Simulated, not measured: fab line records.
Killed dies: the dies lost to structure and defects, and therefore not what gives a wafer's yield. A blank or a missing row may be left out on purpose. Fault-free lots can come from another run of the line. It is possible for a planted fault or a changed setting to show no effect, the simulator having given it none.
Which tool is to blame? | flow gf180mcu | Sampling: 6 lots, 18 wafers, 2 of 602 route steps

WHAT THE GAUGES SHOWED, per wafer
GF_M3_RS_MEAS_05: measurement is done with a four-point probe.
lot  | measured     | on            | M3_ALCU_RS (ohm/sq)
L116 | day 21 15:39 | film metro-04 | 0.0684 0.0696 0.0689
L123 | day 23 23:07 | film metro-04 | 0.0685 0.0702 0.0704
L126 | day 24 21:57 | film metro-04 | 0.0686 0.0686 0.0682
L132 | day 27 00:49 | film metro-04 | 0.0700 0.0706 0.0699
L135 | day 27 15:10 | film metro-04 | 0.0699 0.0706 0.0710
L137 | day 28 13:12 | film metro-03 | 0.0690 0.0685 0.0696

TOOL THAT RAN EACH LOT (tool first, then ch and the chambers of the sampled wafers, then the start)
lot  | GF_V2_ETCH_16
L116 | rie diel-04 ch 0,1, day 21 14:04
L123 | rie diel-01 ch 2,3, day 23 21:32
L126 | rie diel-01 ch 0,1,2, day 24 20:23
L132 | rie diel-04 ch 0,2, day 26 22:43
L135 | rie diel-01 ch 0,2,3, day 27 13:31
L137 | rie diel-01 ch 0,3, day 28 11:35
- GF_V2_ETCH_16: etches BARC in N2/H2.

THE ANSWER, worked out from the rows above alone
Rule: the lots themselves supply what counts as usual. Put in order of their means at a reading, lots are off if they are a third of the lots or fewer, leave a main group of 4 or more, and stand apart from it by a gap of 3 or more times the standard deviation of the main group's means; of several such gaps the widest counts. A main group is skipped when, at the precision printed for the reading in the tables above, its means are all equal. A lot without any number at a reading at which 4 lots or more have one is off too. All remaining lots with rows at the step are treated as sound.
Across all readings shown, no lot is off: no conclusion can be drawn from this.

WHAT THE SIMULATOR HAD INSERTED
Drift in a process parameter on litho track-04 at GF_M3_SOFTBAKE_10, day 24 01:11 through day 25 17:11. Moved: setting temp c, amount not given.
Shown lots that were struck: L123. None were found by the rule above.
